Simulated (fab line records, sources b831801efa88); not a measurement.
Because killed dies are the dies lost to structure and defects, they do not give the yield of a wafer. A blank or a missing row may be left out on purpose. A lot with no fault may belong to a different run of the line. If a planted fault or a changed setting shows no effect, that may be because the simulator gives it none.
Which tool was responsible? ; flow sky130 ; 24 lots with 72 wafers sampled at 6 steps, on a route of 708 steps

## WHAT EACH GAUGE READ, for each wafer
SKY_SD_P_CD_MEAS_07 targets a cd of 380 nm.
lot;measured;on;cdNm (nm)
L074;day 25 16:17;cdSem-02;383.1 382.1 382.0
L075;day 26 00:56;cdSem-01;377.4 377.3 375.5
L076;day 26 12:33;cdSem-02;377.5 373.9 376.4
L077;day 26 21:05;cdSem-02;375.5 377.0 377.8
L078;day 26 21:16;cdSem-01;377.1 377.5 379.3
L079;day 27 01:14;cdSem-01;380.1 377.1 378.0
L080;day 27 18:58;cdSem-01;387.1 385.1 386.0
L081;day 28 04:06;cdSem-01;375.6 376.9 378.1
L082;day 28 04:54;cdSem-01;381.7 381.2 381.5
L083;day 28 09:25;cdSem-01;380.3 382.5 381.5
L084;day 28 23:32;cdSem-02;379.1 379.7 380.5
L085;day 29 04:39;cdSem-01;382.6 381.5 384.6
L086;day 29 16:46;cdSem-01;377.5 375.5 379.4
L087;day 30 00:56;cdSem-01;379.8 380.1 379.7
L088;day 30 07:16;cdSem-01;377.6 379.2 376.3
L089;day 30 13:25;cdSem-01;376.7 376.5 376.4
L090;day 30 20:07;cdSem-01;378.6 378.6 376.5
L091;day 31 03:36;cdSem-02;379.8 383.5 381.5
L092;day 31 23:36;cdSem-01;380.7 379.2 380.0
L093;day 32 07:19;cdSem-02;377.7 378.7 377.0
L094;day 32 07:52;cdSem-01;383.3 380.5 382.2
L095;day 32 14:38;cdSem-02;384.2 383.0 382.0
L096;day 32 21:44;cdSem-02;377.0 378.1 375.6
L097;day 33 05:10;cdSem-01;376.6 382.5 377.6

SKY_VIA2_OVL_MEAS_13.
lot;measured;on;VIA2_OVL (nm)
L074;day 36 14:20;overlay-02;-9 -4 -7
L075;day 36 20:41;overlay-01;-3 4 2
L076;day 37 08:13;overlay-02;-2 -1 2
L077;day 37 15:00;overlay-01;-6 0 1
L078;day 37 15:38;overlay-01;1 7 -5
L079;day 37 19:08;overlay-01;-6 -6 -1
L080;day 38 09:51;overlay-01;2 4 0
L081;day 38 16:20;overlay-02;3 -2 0
L082;day 38 17:29;overlay-01;-5 4 -7
L083;day 38 22:59;overlay-01;1 0 10
L084;day 39 10:33;overlay-02;-6 -9 -9
L085;day 39 14:06;overlay-02;-3 0 -7
L086;day 40 02:27;overlay-01;-6 -3 -8
L087;day 40 08:23;overlay-01;-10 -1 -7
L088;day 40 13:36;overlay-01;3 1 8
L089;day 40 17:56;overlay-01;6 11 -5
L090;day 41 02:54;overlay-02;-5 3 4
L091;day 41 08:06;overlay-02;-3 -1 -6
L092;day 42 01:51;overlay-02;-5 -6 -1
L093;day 42 06:59;overlay-02;-5 -5 -4
L094;day 42 07:32;overlay-01;3 5 -7
L095;day 42 13:07;overlay-02;4 0 -2
L096;day 42 18:14;overlay-02;7 8 0
L097;day 43 03:14;overlay-02;-3 3 -9

SKY_VIA4_BOW_MEAS_03.
lot;measured;on;VIA4_BOW (um)
L074;day 42 04:18;filmMetro-03;98 81 88
L075;day 42 06:38;filmMetro-03;78 59 75
L076;day 42 17:53;filmMetro-01;74 70 85
L077;day 43 00:59;filmMetro-02;83 72 71
L078;day 43 01:20;filmMetro-03;74 81 81
L079;day 43 04:03;filmMetro-03;79 84 81
L080;day 43 17:08;filmMetro-03;74 61 80
L081;day 43 23:50;filmMetro-03;78 77 75
L082;day 44 00:07;filmMetro-01;67 73 77
L083;day 44 06:04;filmMetro-01;70 82 77
L084;day 44 16:13;filmMetro-01;75 81 79
L085;day 44 18:10;filmMetro-03;71 84 80
L086;day 45 05:18;filmMetro-03;64 62 77
L087;day 45 12:35;filmMetro-01;81 76 87
L088;day 45 14:53;filmMetro-03;82 69 79
L089;day 45 17:49;filmMetro-01;83 78 85
L090;day 46 03:40;filmMetro-03;84 83 85
L091;day 46 07:25;filmMetro-03;69 74 76
L092;day 46 23:18;filmMetro-02;65 84 83
L093;day 47 05:54;filmMetro-03;86 79 89
L094;day 47 06:51;filmMetro-02;77 78 71
L095;day 47 11:09;filmMetro-02;83 81 91
L096;day 47 15:30;filmMetro-02;53 68 71
L097;day 47 21:38;filmMetro-03;77 66 79

## TOOL THAT RAN EACH LOT (tool first, then ch and the chambers of the sampled wafers, then the start)
lot;SKY_VIA1_CMP_02;SKY_METAL2_SPUTTER_01;SKY_METAL4_SPUTTER_01
L074;cmp-02 ch 0,1,3, day 33 03:24;pvdSputter-03, day 34 07:14;pvdSputter-02, day 40 00:30
L075;cmp-02 ch 0,1,2, day 33 10:55;pvdSputter-04, day 34 15:15;pvdSputter-01, day 40 04:13
L076;cmp-02 ch 1,2,3, day 33 21:52;pvdSputter-04, day 35 02:12;pvdSputter-02, day 40 16:13
L077;cmp-01 ch 1,3, day 34 04:10;pvdSputter-03, day 35 08:12;pvdSputter-02, day 40 23:34
L078;cmp-02 ch 0,1,2, day 34 05:20;pvdSputter-01, day 35 09:32;pvdSputter-01, day 41 00:00
L079;cmp-02 ch 1,2,3, day 34 08:56;pvdSputter-01, day 35 12:36;pvdSputter-01, day 41 03:39
L080;cmp-01 ch 0,1,3, day 35 00:37;pvdSputter-03, day 36 04:56;pvdSputter-01, day 41 16:07
L081;cmp-02 ch 1,3, day 35 07:14;pvdSputter-03, day 36 11:19;pvdSputter-02, day 41 22:31
L082;cmp-02 ch 0,1,2, day 35 07:58;pvdSputter-01, day 36 11:30;pvdSputter-01, day 41 22:48
L083;cmp-01 ch 0,3, day 35 13:45;pvdSputter-01, day 36 17:53;pvdSputter-02, day 42 06:12
L084;cmp-01 ch 1,2, day 36 01:05;pvdSputter-01, day 37 05:05;pvdSputter-02, day 42 16:09
L085;cmp-01 ch 0,2,3, day 36 06:28;pvdSputter-03, day 37 10:18;pvdSputter-01, day 42 18:14
L086;cmp-01 ch 1,2,3, day 36 18:36;pvdSputter-01, day 37 22:20;pvdSputter-02, day 43 05:52
L087;cmp-01 ch 1,3, day 37 00:44;pvdSputter-01, day 38 04:26;pvdSputter-01, day 43 13:08
L088;cmp-02 ch 0,2, day 37 07:10;pvdSputter-03, day 38 10:34;pvdSputter-02, day 43 16:17
L089;cmp-01 ch 1,3, day 37 10:58;pvdSputter-01, day 38 14:33;pvdSputter-02, day 43 20:14
L090;cmp-01 ch 0,1,3, day 37 20:56;pvdSputter-03, day 38 23:57;pvdSputter-01, day 44 06:12
L091;cmp-01 ch 0,1,3, day 38 02:47;pvdSputter-03, day 39 05:40;pvdSputter-02, day 44 10:37
L092;cmp-01 ch 0,2,3, day 38 20:52;pvdSputter-01, day 39 23:46;pvdSputter-01, day 45 02:56
L093;cmp-01 ch 0,1,2, day 39 03:11;pvdSputter-01, day 40 05:02;pvdSputter-03, day 45 09:35
L094;cmp-01 ch 0,2,3, day 39 03:47;pvdSputter-03, day 40 06:06;pvdSputter-01, day 45 09:40
L095;cmp-01 ch 1,2, day 39 08:41;pvdSputter-04, day 40 11:27;pvdSputter-01, day 45 14:52
L096;cmp-01 ch 0,2,3, day 39 15:25;pvdSputter-01, day 40 16:44;pvdSputter-03, day 45 20:38
L097;cmp-01 ch 1,2,3, day 39 23:53;pvdSputter-03, day 41 02:21;pvdSputter-01, day 46 03:05
- SKY_VIA1_CMP_02: polishes SiO2.
- SKY_METAL2_SPUTTER_01: material TiN, target thk 20 nm, time 16.7 s.
- SKY_METAL4_SPUTTER_01: material TiN, target thk 20 nm, time 16.7 s.

## AS READ BY THE TOOLS THEMSELVES (means over the sampled wafers that have a number; for cases with no such wafer, the mark the record gives instead)
SKY_VIA1_CMP_02.
lot;tool;motorCurrentA (A);slurryFlowMlMin
L074;cmp-02;11.2;150.4
L075;cmp-02;11.5;150.0
L076;cmp-02;11.1;150.5
L077;cmp-01;12.2;149.6
L078;cmp-02;11.2;149.8
L079;cmp-02;11.0;150.1
L080;cmp-01;12.9;150.0
L081;cmp-02;10.5;150.2
L082;cmp-02;11.4;150.1
L083;cmp-01;13.5;149.6
L084;cmp-01;11.6;149.9
L085;cmp-01;13.1;149.7
L086;cmp-01;12.0;149.7
L087;cmp-01;12.2;149.6
L088;cmp-02;11.8;149.8
L089;cmp-01;11.8;150.2
L090;cmp-01;13.0;151.0
L091;cmp-01;12.8;149.5
L092;cmp-01;13.2;149.9
L093;cmp-01;12.7;150.0
L094;cmp-01;13.2;150.1
L095;cmp-01;11.7;150.5
L096;cmp-01;13.2;150.1
L097;cmp-01;11.9;150.1

SKY_METAL2_SPUTTER_01.
lot;tool;throttleValvePct (%)
L074;pvdSputter-03;30.0
L075;pvdSputter-04;29.6
L076;pvdSputter-04;30.5
L077;pvdSputter-03;29.1
L078;pvdSputter-01;31.2
L079;pvdSputter-01;30.5
L080;pvdSputter-03;29.6
L081;pvdSputter-03;29.7
L082;pvdSputter-01;31.0
L083;pvdSputter-01;30.6
L084;pvdSputter-01;31.4
L085;pvdSputter-03;29.5
L086;pvdSputter-01;31.7
L087;pvdSputter-01;31.4
L088;pvdSputter-03;30.0
L089;pvdSputter-01;30.9
L090;pvdSputter-03;30.0
L091;pvdSputter-03;30.0
L092;pvdSputter-01;30.7
L093;pvdSputter-01;31.3
L094;pvdSputter-03;29.8
L095;pvdSputter-04;29.6
L096;pvdSputter-01;30.7
L097;pvdSputter-03;29.6

SKY_METAL4_SPUTTER_01.
lot;tool;throttleValvePct (%)
L074;pvdSputter-02;29.4
L075;pvdSputter-01;31.0
L076;pvdSputter-02;29.3
L077;pvdSputter-02;29.3
L078;pvdSputter-01;30.5
L079;pvdSputter-01;30.8
L080;pvdSputter-01;31.1
L081;pvdSputter-02;29.5
L082;pvdSputter-01;30.4
L083;pvdSputter-02;29.9
L084;pvdSputter-02;29.3
L085;pvdSputter-01;30.5
L086;pvdSputter-02;29.3
L087;pvdSputter-01;31.3
L088;pvdSputter-02;29.4
L089;pvdSputter-02;29.3
L090;pvdSputter-01;31.2
L091;pvdSputter-02;29.5
L092;pvdSputter-01;31.0
L093;pvdSputter-03;29.8
L094;pvdSputter-01;31.1
L095;pvdSputter-01;31.1
L096;pvdSputter-03;29.6
L097;pvdSputter-01;31.7

## THE ANSWER, worked out from the rows above alone
Rule: the lots themselves supply what counts as usual. The widest of any qualifying gaps counts: lots, ordered by their means at a reading, are off when they make up no more than a third of the lots, leave a main group of 4 or more, and stand apart from it by 3 or more times the standard deviation of that group's means. A main group whose means are all the same, to the digits that the tables above print for the reading, isn't used. A lot without any number at a reading at which 4 lots or more have one is off too. Where the step has rows for the other lots, those lots are counted as sound. First the gauges in route order, then the tools' own readings, where a lot's mean is used as printed above. The first step at which some lot is off is used, and at that step the reading that is off furthest; a lot without a number counts as furthest.
No lot is off at any reading shown: from this, nothing can be told.

## WHAT WAS PUT IN BY THE SIMULATOR
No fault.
